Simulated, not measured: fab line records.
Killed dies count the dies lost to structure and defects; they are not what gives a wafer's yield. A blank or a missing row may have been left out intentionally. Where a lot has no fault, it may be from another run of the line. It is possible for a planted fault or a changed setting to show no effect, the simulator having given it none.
Problem report in the 8D (eight disciplines) form, filled by code + flow sky130 + the parts of the form that need people (team, actions taken, sign-off) are left out

## 1. WHAT IS WRONG
Wafers without a fault read 15, standard deviation 3.9; killed at front end at SKY_PAD_OPEN_PROBE_99 reads a mean of 421 on 6 wafers belonging to 2 lots. That is +99 or more standard deviations from the usual mean.
The first sign was on wafer L316.2 at day 50 02:10, on prober-01. Wafers with a number at this step in the record: 12, from 4 lots. Rule for "out" (also "out of limits"): further than 4 standard deviations from the usual mean. All remaining wafers that have a number are taken as sound.

## 2. WHAT THIS IS AND IS NOT
| question                    | is                                              | is not                                                                             |
|-----------------------------|-------------------------------------------------|------------------------------------------------------------------------------------|
| which readings at this step | killed at front end, killed dies, killed on rim | killed_at_M0_to_M3, killed at contacts, killed at other, killed open, killed short |
| which lots                  | L316, L317                                      | L308, L309                                                                         |
| which wafers of those lots  | all that have a number                          | -                                                                                  |
| read on which tools         | prober-01, prober-02                            | -                                                                                  |
| when                        | from day 50 02:10                               | up to then (6 sound wafers)                                                        |

## 3. SUSPECTS, AND WHAT RULES EACH OUT
Counting: a tool at a process step up to the reading stays a suspect if it ran every lot that is out and no sound lot after the first of them.
- plasma asher-01 at SKY_POLY_GATE_STRIP_18 (strips in O2/N2): kept. It ran every lot that is out, first L316 (day 23 01:56), and no sound lot after that.
- plasma asher-04 at SKY_LDD_LDN_STRIP_12 (strips in O2/N2): kept. Every lot that is out went through it, starting with L316 (day 29 06:17), and after that it ran no sound lot; the last sound lot it ran before then is L309 (day 26 22:39).
What counting leaves: plasma asher-01 at SKY_POLY_GATE_STRIP_18 and plasma asher-04 at SKY_LDD_LDN_STRIP_12.

## 4. THE CAUSE (what the simulator had put in)
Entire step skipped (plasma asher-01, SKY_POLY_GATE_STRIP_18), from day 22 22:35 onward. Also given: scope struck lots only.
2 suspects survive the count, and this tool is in that group.

## 5. SEQUENCE OF EFFECTS, ordered by route
Rows list readings where the struck wafers' mean (over those with a number) sits beyond 3 standard deviations from the usual. Only readings for which the record gives a usual standard deviation are gone through. hours: the time from each lot's start at the first step in this table that gives one to its start at this step, as a median over the lots. sigmas: the change in usual standard deviations.
| hours | step                  | reading             | usual | on struck wafers | change | sigmas      |
|-------|-----------------------|---------------------|-------|------------------|--------|-------------|
| 0     | SKY_PAD_OPEN_PROBE_99 | killed at front end | 15    | 421              | +406   | +99 or more |
| 0     | SKY_PAD_OPEN_PROBE_99 | killed dies         | 86    | 492              | +406   | +43         |
| 0     | SKY_PAD_OPEN_PROBE_99 | killed on rim       | 17    | 96               | +79    | +23         |
The process steps in it:
- SKY_PAD_OPEN_PROBE_99
Readings that are blank on the struck wafers while sound wafers have them: chamber pressure mTorr at SKY_POLY_GATE_STRIP_18; drypump motor current A at SKY_POLY_GATE_STRIP_18; oes product au at SKY_POLY_GATE_STRIP_18; strip time to endpoint s at SKY_POLY_GATE_STRIP_18.

## 6. WHAT WOULD HAVE CAUGHT IT SOONER
In this record no reading fell out of limits until day 50 02:10, 652 hours after the fault had begun at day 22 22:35.
At SKY_POLY_GATE_STRIP_18 the tool's readings are blank on the struck wafers, where sound wafers have them: an empty tool record is the first sign, and it was there at once.
All the lots that are out (2) had begun SKY_POLY_GATE_STRIP_18 on plasma asher-01 by day 50 02:10. Holding the tool at that point would not have protected any of them.
